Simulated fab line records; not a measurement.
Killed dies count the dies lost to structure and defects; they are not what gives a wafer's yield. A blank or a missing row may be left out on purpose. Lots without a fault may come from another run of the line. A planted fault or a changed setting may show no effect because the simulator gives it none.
Which tool was responsible?    flow sky130    13 lots with 39 wafers sampled at 6 steps, on a route of 708 steps

WHAT THE GAUGES SHOWED, per wafer
SKY_FIELD_ISO_THK_MEAS_25.
lot   measured     on            FIELD_ISO_CVD_24_THK (nm)
L604  day 2 09:19  filmMetro-04  590 604 597
L605  day 2 14:57  filmMetro-03  607 600 604
L606  day 2 18:37  filmMetro-04  591 598 588
L607  day 2 23:58  filmMetro-01  599 602 602
L610  day 3 14:13  filmMetro-01  600 602 608
L611  day 3 20:10  filmMetro-01  603 590 596
L612  day 4 00:04  filmMetro-04  615 600 604
L614  day 4 12:20  filmMetro-03  605 594 589
L619  day 5 18:49  filmMetro-04  588 603 605
L620  day 5 18:49  filmMetro-01  595 596 588
L621  day 5 23:40  filmMetro-03  603 593 595
L625  day 6 21:43  filmMetro-04  603 600 602
L627  day 7 06:13  filmMetro-01  605 606 611

SKY_VT_ADJUST_LVTN_TW_MEAS_10.
lot   measured      on            VT_ADJUST_LVTN_TW
L604  day 6 23:45   filmMetro-03  246 246 247
L605  day 7 06:04   filmMetro-02  240 241 240
L606  day 7 10:11   filmMetro-04  239 238 240
L607  day 7 18:17   filmMetro-04  239 239 240
L610  day 8 11:44   filmMetro-02  242 242 241
L611  day 8 17:59   filmMetro-03  246 247 245
L612  day 9 00:32   filmMetro-02  241 242 241
L614  day 9 12:53   filmMetro-03  246 249 248
L619  day 11 06:06  filmMetro-04  238 236 239
L620  day 11 07:16  filmMetro-02  30 30 30
L621  day 11 13:24  filmMetro-03  249 247 247
L625  day 12 17:03  filmMetro-03  245 245 246
L627  day 13 01:30  filmMetro-03  245 246 245

SKY_LI_CONTACT_OVL_MEAS_13.
lot   measured      on          LI_CONTACT_OVL (nm)
L604  day 29 07:57  overlay-02  -7 -8 -8
L605  day 29 13:29  overlay-01  -2 6 5
L606  day 29 21:28  overlay-01  0 -3 4
L607  day 30 03:24  overlay-01  -6 -3 -8
L610  day 31 06:27  overlay-02  -3 -7 -5
L611  day 31 18:47  overlay-01  8 -1 0
L612  day 32 02:58  overlay-01  10 8 12
L614  day 32 14:55  overlay-01  -7 -4 -4
L619  day 34 14:38  overlay-01  -3 -2 -6
L620  day 34 15:14  overlay-01  -15 -10 -10
L621  day 34 22:25  overlay-01  2 2 4
L625  day 35 22:31  overlay-01  1 6 0
L627  day 36 07:02  overlay-02  -4 -7 -10

EACH LOT AND THE TOOL THAT RAN IT (in order: tool; ch and the chambers of the sampled wafers; start)
lot   SKY_VT_ADJUST_HVTP_STRIP_10          SKY_VT_ADJUST_LVTN_STRIP_09          SKY_LI_CONTACT_CMP_02
L604  plasmaAsher-02 ch 0,1, day 6 05:10   plasmaAsher-02 ch 0,1, day 6 23:39   cmp-02 ch 1,2, day 28 03:37
L605  plasmaAsher-02 ch 0,1, day 6 11:02   plasmaAsher-01 ch 0,1, day 7 05:59   cmp-01 ch 1,2,3, day 28 09:28
L606  plasmaAsher-04 ch 0,1, day 6 14:50   plasmaAsher-03 ch 0,1, day 7 10:05   cmp-02 ch 0,1, day 28 17:05
L607  plasmaAsher-04 ch 0,1, day 6 22:46   plasmaAsher-03 ch 0,1, day 7 18:08   cmp-02 ch 1,2,3, day 28 23:53
L610  plasmaAsher-01 ch 0,1, day 7 15:38   plasmaAsher-03 ch 0,1, day 8 11:38   cmp-01 ch 1,2,3, day 30 02:04
L611  plasmaAsher-01 ch 0,1, day 7 22:08   plasmaAsher-02 ch 0,1, day 8 17:53   cmp-01 ch 0,1,2, day 30 14:43
L612  plasmaAsher-01 ch 0,1, day 8 03:49   plasmaAsher-02 ch 0,1, day 9 00:26   cmp-02 ch 1,2,3, day 30 22:58
L614  plasmaAsher-04 ch 0,1, day 8 15:55   plasmaAsher-02 ch 0,1, day 9 12:47   cmp-01 ch 0,1, day 31 11:53
L619  plasmaAsher-04 ch 0,1, day 10 07:36  plasmaAsher-02 ch 0,1, day 11 06:01  cmp-01 ch 1,2, day 33 11:25
L620  plasmaAsher-01 ch 0,1, day 10 08:58  plasmaAsher-02 ch 0,1, day 11 07:10  cmp-01 ch 1,2, day 33 11:59
L621  plasmaAsher-02 ch 1, day 10 14:11    plasmaAsher-02 ch 0,1, day 11 13:18  cmp-02 ch 0,2, day 33 19:12
L625  plasmaAsher-04 ch 1, day 11 15:22    plasmaAsher-03 ch 0,1, day 12 16:57  cmp-01 ch 0,1,3, day 34 20:19
L627  plasmaAsher-04 ch 0,1, day 12 00:53  plasmaAsher-01 ch 0,1, day 13 01:25  cmp-02 ch 0,2, day 35 05:03
- SKY_VT_ADJUST_HVTP_STRIP_10: strips in O2/N2.
- SKY_VT_ADJUST_LVTN_STRIP_09: strips in O2/N2.
- SKY_LI_CONTACT_CMP_02: polishes PSG.

WHAT THE TOOLS THEMSELVES READ (means of the sampled wafers that have a number; where no wafer has one, the mark that the record gives instead)
SKY_VT_ADJUST_HVTP_STRIP_10.
lot   tool            drypumpMotorCurrentA (A)  o2FlowSccm (sccm)  oesProductAu (a.u.)  stripTimeToEndpointS (s)
L604  plasmaAsher-02  6.3                       2993               0.715                14.19
L605  plasmaAsher-02  6.2                       2995               0.717                14.18
L606  plasmaAsher-04  5.3                       2998               0.713                14.25
L607  plasmaAsher-04  5.3                       2996               0.717                14.23
L610  plasmaAsher-01  6.0                       2997               0.714                14.20
L611  plasmaAsher-01  6.0                       3004               0.714                14.18
L612  plasmaAsher-01  5.7                       3016               0.716                14.22
L614  plasmaAsher-04  5.3                       2989               0.715                14.12
L619  plasmaAsher-04  5.3                       2995               0.716                14.23
L620  plasmaAsher-01  5.9                       3002               0.933                -
L621  plasmaAsher-02  6.2                       2998               0.714                14.20
L625  plasmaAsher-04  5.4                       2997               0.715                14.16
L627  plasmaAsher-04  5.1                       3000               0.717                14.17

SKY_VT_ADJUST_LVTN_STRIP_09.
lot   tool            drypumpMotorCurrentA (A)  o2FlowSccm (sccm)  oesProductAu (a.u.)  stripTimeToEndpointS (s)
L604  plasmaAsher-02  6.3                       2999               0.724                36.92
L605  plasmaAsher-01  5.7                       2993               0.720                36.88
L606  plasmaAsher-03  6.4                       3001               0.727                37.02
L607  plasmaAsher-03  6.1                       3004               0.727                36.75
L610  plasmaAsher-03  6.5                       3002               0.724                36.98
L611  plasmaAsher-02  6.2                       2999               0.723                36.97
L612  plasmaAsher-02  6.3                       2998               0.725                36.79
L614  plasmaAsher-02  6.3                       3002               0.722                36.87
L619  plasmaAsher-02  6.3                       3004               0.721                36.85
L620  plasmaAsher-02  6.2                       3007               0.722                42.65
L621  plasmaAsher-02  6.2                       2996               0.725                36.92
L625  plasmaAsher-03  6.1                       3007               0.724                36.82
L627  plasmaAsher-01  6.0                       3002               0.721                37.00

SKY_LI_CONTACT_CMP_02.
lot   tool    motorCurrentA (A)  slurryFilterDpKPa (kPa)  timeToEndpointS (s)
L604  cmp-02  12.1               13.48                    32.4
L605  cmp-01  11.2               13.41                    33.8
L606  cmp-02  12.7               13.59                    32.4
L607  cmp-02  13.3               13.57                    35.4
L610  cmp-01  11.6               13.55                    31.5
L611  cmp-01  11.7               13.58                    32.3
L612  cmp-02  12.8               13.63                    33.1
L614  cmp-01  11.7               13.49                    32.7
L619  cmp-01  11.4               13.54                    35.9
L620  cmp-01  11.2               13.56                    35.1
L621  cmp-02  11.0               13.53                    33.3
L625  cmp-01  11.5               13.45                    33.5
L627  cmp-02  11.2               13.56                    33.6

THE ANSWER, worked out from the rows above alone
Rule: the usual values come from the lots themselves. Put in order of their means at a reading, lots are off if they are a third of the lots or fewer, leave a main group of 4 or more, and stand apart from it by a gap of 3 or more times the standard deviation of the main group's means; of several such gaps the widest counts. A main group is skipped when, at the precision printed for the reading in the tables above, its means are all equal. Also off: a lot with no number at a reading for which 4 or more lots have one. The other lots that the step has rows for count as sound. After the gauges, taken in route order, come the tools' own readings; for these a lot's mean is taken, as printed above. At the first step where some lot is off, the reading lying furthest off is the one used; lots without a number count as furthest.
Off: at SKY_VT_ADJUST_LVTN_TW_MEAS_10 (VT_ADJUST_LVTN_TW), L620. The main group: mean 243, standard deviation 3.5.
If a tool, at a process step before that reading, ran all the lots that are off and no sound lot after the first of them, it fits. The gauges at SKY_VT_ADJUST_LVTN_TW_MEAS_10 aren't tried: what is off there is off at SKY_VT_ADJUST_HVTP_STRIP_10 too, on other tools, and a gauge's error can't cause that. One candidate fits, namely plasmaAsher-01 at SKY_VT_ADJUST_HVTP_STRIP_10. Its last sound lot is L612 (day 8 03:49), its first lot that is off L620 (day 10 08:58): a fault that began between those two fits.
On the lots that are off, the tool's own readings at SKY_VT_ADJUST_HVTP_STRIP_10 differ by more than 5 times the standard deviation of the sound lots' means, which bears it out; oesProductAu reads 0.933 a.u. there versus 0.715 a.u. on the sound lots.
Blank at SKY_VT_ADJUST_HVTP_STRIP_10 on the lots that are off, where sound lots have numbers: stripTimeToEndpointS.

WHAT THE SIMULATOR HAD INSERTED
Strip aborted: plasmaAsher-01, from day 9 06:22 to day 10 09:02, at SKY_VT_ADJUST_HVTP_STRIP_10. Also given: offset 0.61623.
Lots struck among those shown: L620. This agrees with what the rule above found.
